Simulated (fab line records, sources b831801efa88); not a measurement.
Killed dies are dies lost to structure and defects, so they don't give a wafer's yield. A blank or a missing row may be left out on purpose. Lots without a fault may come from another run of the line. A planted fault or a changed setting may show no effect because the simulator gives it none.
fab line records | flow gf180mcu
record lots=13 wafers=37 last_day=34
route steps=602 shown CONTACT@291 M1@326
lots that met no fault: from a run of the same line without faults
start_h: hours from the record's first day to the start of the lot's first wafer shown | wait_h: hours since the lot's step before | " the same as in the row above | L1.1+2: a row that stands for several wafers | - no value, or no start given | * or withheld: withheld | < > ~ a bound
route shown NAME@n: a module of which the file shows steps, and the number in the route of the first | usual: mean/standard deviation of fault-free wafers | same: alike in all rows | chamber/n: place in a boat | sites: the reading at each site | _std_site: their standard deviation | _edge_site: outer sites' mean less inner sites' | radius_mm: how far each site lies from the wafer's centre | mask NAME#n: copy n | behind: the tool/chamber that last shaped the wafer | hold: why the lot was held/for how many hours/how that ended | device: the transistor (n, p or np) that didn't switch | end of line: the same wafers' tests at the end of the route | a step without rows: its recipe alone | killed: dies lost to structure and defects at the first sort, not the wafer's yield | map: a wafer's dies, x killed, . not, _ none there
set.NAME: the setting as run; set.NAME@STEP: as run at that earlier step | model.NAME: the simulator's own value behind a step, which no gauge read
steps of the route over a sample of lots; a table a step, a row a wafer
services: from which hour (start_h, from the record's first day; less than 0 if before it) a tool's chamber was out of use, for how many hours, and why
## steps
# step GF_CONTACT_CMP_04
# recipe material=SiO2 down_force_psi=4 platen_rpm=60 pad_velocity_m_s=0.94248
# usual motor_current_A=11.6/1.7 retaining_ring_pressure_frac=1.001/0.0049 time_to_endpoint_s=112/7
# columns lot.wafer tool chamber start_h wait_h motor_current_A retaining_ring_pressure_frac time_to_endpoint_s
L583.2 cmp-02 0 344.17 0.0 13.1 0.996 105
L583.3 " 2 " " 12.6 0.994 104
L583.1 " 3 " " 10.6 0.995 99
L584.1 cmp-01 1 354.74 0.1 11.9 0.996 126
L584.3 " 2 " " 13.5 0.997 119
L584.4 " 0 " " 9.3 1.004 124
L585.3 cmp-01 0 363.14 0.0 9.6 0.995 111
L585.6 " 0 " " 9.9 1.002 123
L585.5 " 1 " " 10.8 1.001 123
L587.3 cmp-01 2 376.24 0.0 13.5 0.997 126
L587.2 " 3 " " 9.8 1.001 120
L587.5 " 3 " " 9.5 0.999 128
L588.4 cmp-01 1 381.10 0.0 11.8 0.995 117
L588.6 " 1 " " 11.2 0.996 125
L588.5 " 2 " " 13.5 1.002 122
L590.4 cmp-01 3 398.22 0.0 10.1 1.002 127
L590.1 " 2 " " 13.7 0.993 116
L590.5 " 3 " " 9.4 0.997 124
L592.4 cmp-02 1 416.66 0.2 14.4 1.006 118
L592.6 " 2 " " 12.4 1.010 119
L592.5 " 3 " " 10.9 1.001 110
L596.3 cmp-01 0 460.49 0.0 9.0 1.001 105
L596.4 " 1 " " 11.4 1.008 108
L596.5 " 1 " " 11.4 1.006 109
L597.3 cmp-01 2 479.43 0.0 12.9 1.001 99
L597.2 " 1 " " 11.9 1.004 109
L597.6 " 3 " " 9.7 0.996 120
L600.2 cmp-01 3 511.64 0.2 9.6 0.995 111
L600.6 " 3 " " 9.8 0.994 118
L601.4 cmp-01 1 526.48 0.2 11.4 0.995 118
L601.5 " 3 " " 9.7 1.003 122
L602.2 cmp-01 2 533.33 0.1 13.2 1.002 112
L602.4 " 3 " " 9.8 0.994 118
L602.3 " 0 " " 9.6 1.000 109
L604.3 cmp-01 3 542.84 0.1 9.4 1.009 111
L604.1 " 0 " " 9.1 0.998 107
L604.6 " 3 " " 9.5 1.008 116
# step GF_CONTACT_OVL_MEAS_15
# usual CONTACT_OVL=-1/5.5
# columns lot.wafer tool chamber start_h wait_h CONTACT_OVL[nm]
L583.1 overlay-01 - 364.96 0.1 0
L583.2 " - " " 0
L583.3 " - " " -5
L584.1 overlay-02 - 376.80 0.1 0
L584.3 " - " " 1
L584.4 " - " " 3
L585.3 overlay-02 - 386.30 0.1 -6
L585.5 " - " " -12
L585.6 " - " " 1
L587.2 overlay-02 - 399.05 0.1 2
L587.3 " - " " 4
L587.5 " - " " 1
L588.4 overlay-02 - 404.02 0.1 0
L588.5 " - " " -1
L588.6 " - " " -2
L590.1 overlay-01 - 422.14 0.1 6
L590.4 " - " " -2
L590.5 " - " " 6
L592.4 overlay-02 - 440.65 0.1 -6
L592.5 " - " " -10
L592.6 " - " " -1
L596.3 overlay-01 - 483.80 0.1 -2
L596.4 " - " " -8
L596.5 " - " " -1
L597.2 overlay-02 - 503.51 0.1 3
L597.3 " - " " 3
L597.6 " - " " 5
L600.2 overlay-02 - 534.66 0.1 0
L600.6 " - " " 2
L601.4 overlay-01 - 550.12 0.1 -6
L601.5 " - " " -2
L602.2 overlay-02 - 556.38 0.1 -2
L602.3 " - " " -8
L602.4 " - " " -1
L604.1 overlay-02 - 565.18 0.1 5
L604.3 " - " " 0
L604.6 " - " " 9
# step GF_CONTACT_ETCH_17
# recipe chemistry=C4F8/O2/Ar mask_material=KrF target=SiO2 stop_on=CoSi2 source_w=1500 bias_w=1200 pressure_mtorr=40 c4f8_flow_sccm=withheld O2_flow_sccm=6 Ar_flow_sccm=300 time_s=withheld target_depth_a=8600
# usual oes_product_au=0.814/0.005
# columns lot.wafer tool chamber start_h wait_h oes_product_au
L583.1 rie_diel-01 1 - - 0.809
L583.2 " 0 " " 0.814
L583.3 " 3 " " 0.816
L584.1 rie_diel-01 3 - - 0.812
L584.3 " 1 " " 0.820
L584.4 " 0 " " 0.819
L585.3 rie_diel-04 0 - - 0.813
L585.5 " 1 " " 0.811
L585.6 " 0 " " 0.816
L587.2 rie_diel-01 1 - - 0.819
L587.3 " 0 " " 0.814
L587.5 " 2 " " 0.811
L588.4 rie_diel-01 3 - - 0.812
L588.5 " 1 " " 0.818
L588.6 " 2 " " 0.819
L590.1 rie_diel-01 2 - - 0.815
L590.4 " 0 " " 0.813
L590.5 " 2 " " 0.809
L592.4 rie_diel-03 0 - - 0.812
L592.5 " 2 " " 0.809
L592.6 " 1 " " 0.804
L596.3 rie_diel-03 2 - - 0.808
L596.4 " 3 " " 0.812
L596.5 " 1 " " 0.807
L597.2 rie_diel-04 1 - - 0.810
L597.3 " 3 " " 0.815
L597.6 " 1 " " 0.816
L600.2 rie_diel-03 3 - - 0.819
L600.6 " 1 " " 0.816
L601.4 rie_diel-04 0 - - 0.815
L601.5 " 1 " " 0.815
L602.2 rie_diel-04 2 - - 0.826
L602.3 " 3 " " 0.812
L602.4 " 0 " " 0.816
L604.1 rie_diel-04 3 - - 0.807
L604.3 " 1 " " 0.806
L604.6 " 2 " " 0.809
# step GF_M1_EXPOSE_11
# recipe mask_id=Metal1 target_cd_nm=230 na=0.68 source_shape=conventional sigma_outer=0.6 dose_mj=28
# columns lot.wafer tool chamber start_h wait_h mask
L583.1+2+3 krf_scanner-01 0 377.74 - Metal1#0
L584.1+3+4 krf_scanner-01 0 389.43 - Metal1#0
L585.3+5+6 krf_scanner-01 0 398.62 - Metal1#0
L587.2+3+5 krf_scanner-01 0 412.38 - Metal1#0
L588.4+5+6 krf_scanner-01 0 417.49 - Metal1#0
L590.1+4+5 krf_scanner-02 0 434.78 - Metal1#0
L592.4+5+6 krf_scanner-01 0 453.74 - Metal1#0
L596.3+4+5 krf_scanner-01 0 497.08 - Metal1#0
L597.2+3+6 krf_scanner-02 0 516.93 - Metal1#0
L600.2+6 krf_scanner-01 0 547.10 - Metal1#0
L601.4+5 krf_scanner-01 0 562.83 - Metal1#0
L602.2+3+4 krf_scanner-02 0 569.01 - Metal1#0
L604.1+3+6 krf_scanner-02 0 577.18 - Metal1#0
# step GF_M1_CD_MEAS_14
# recipe target_cd_nm=230
# usual cd_nm=229.5/1.2
# columns lot.wafer tool chamber start_h wait_h hold cd_nm
L583.1 cd_sem-02 - 388.53 0.1 - 230.2
L583.2 " - " " - 230.1
L583.3 " - " " - 229.8
L584.1 cd_sem-02 - 400.57 0.1 - 229.8
L584.3 " - " " - 229.3
L584.4 " - " " - 229.6
L585.3 cd_sem-02 - 410.51 0.1 - 228.3
L585.5 " - " " - 228.3
L585.6 " - " " - 228.1
L587.2 cd_sem-02 - 423.85 0.1 - 228.6
L587.3 " - " " - 228.3
L587.5 " - " " - 228.1
L588.4 cd_sem-02 - 428.41 0.2 - 227.8
L588.5 " - " " - 228.0
L588.6 " - " " - 227.6
L590.1 cd_sem-02 - 446.21 0.1 - 229.6
L590.4 " - " " - 229.7
L590.5 " - " " - 230.0
L592.4 cd_sem-01 - 465.77 0.1 - 228.6
L592.5 " - " " - 229.5
L592.6 " - " " - 228.1
L596.3 cd_sem-02 - 509.02 0.1 - 229.9
L596.4 " - " " - 228.9
L596.5 " - " " - 229.0
L597.2 cd_sem-02 - 528.05 0.1 - 230.4
L597.3 " - " " - 230.8
L597.6 " - " " - 229.8
L600.2 cd_sem-02 - 558.28 0.1 await_dispo/0.2h/release 229.6
L600.6 " - " " await_dispo/0.2h/release 216.7
L600.2 cd_sem-02 - 558.77 0.5 - 229.5
L600.6 " - " " - 216.9
L601.4 cd_sem-01 - 573.87 0.1 await_dispo/0.2h/release 216.6
L601.5 " - " " await_dispo/0.2h/release 229.3
L601.4 cd_sem-01 - 574.34 0.5 - 216.3
L601.5 " - " " - 229.2
L602.2 cd_sem-01 - 579.08 0.1 - 230.3
L602.3 " - " " - 231.6
L602.4 " - " " - 231.4
L604.1 cd_sem-01 - 587.78 0.1 - 229.5
L604.3 " - " " - 229.2
L604.6 " - " " - 229.1
## services
# columns tool chamber start_h hours kind
rie_diel-01 - 339.46 1.6 repair
krf_scanner-01 - 361.09 3.6 pm
krf_scanner-02 - 364.65 0.8 pm
krf_scanner-02 - 374.03 4.0 pm
cmp-01 - 377.08 0.4 repair
cmp-01 - 404.23 4.0 pm
rie_diel-01 1 413.67 17.9 repair
krf_scanner-01 - 420.48 1.0 pm
rie_diel-04 2 426.32 19.3 repair
cmp-01 - 429.59 0.6 repair
krf_scanner-02 - 432.24 1.0 pm
cmp-01 - 433.08 6.9 pm
krf_scanner-01 - 433.24 0.8 pm
cmp-01 - 439.94 12.1 pm
krf_scanner-01 - 448.65 0.8 pm
rie_diel-01 2 457.87 15.6 repair
krf_scanner-02 - 461.60 1.3 pm
rie_diel-01 1 467.07 2.9 repair
rie_diel-04 2 487.05 6.9 repair
krf_scanner-01 - 492.84 1.3 pm
cmp-01 - 495.25 1.0 repair
cmp-01 - 495.82 0.3 repair
rie_diel-01 3 522.27 3.4 repair
rie_diel-04 2 544.35 9.1 repair
## key
first_sign step=GF_M1_CD_MEAS_14 reading=visit direction=added
effect step=GF_M1_CD_MEAS_14 reading=cd_nm direction=down sigmas=11 usual=229.5 struck=216.7
met_at GF_M1_EXPOSE_11
struck_lots L600,L601
struck_wafers L600.6,L601.4
not_acting_at GF_CONTACT_CMP_04,GF_CONTACT_OVL_MEAS_15,GF_CONTACT_ETCH_17
onset_between 497.08 547.10
fault kind=process_parameter_drift tool=krf_scanner-01 chamber=- onset_h=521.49 steps=GF_M1_EXPOSE_11 channel=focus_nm offset=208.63 shape=step end_h=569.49 scope=struck_wafers_only
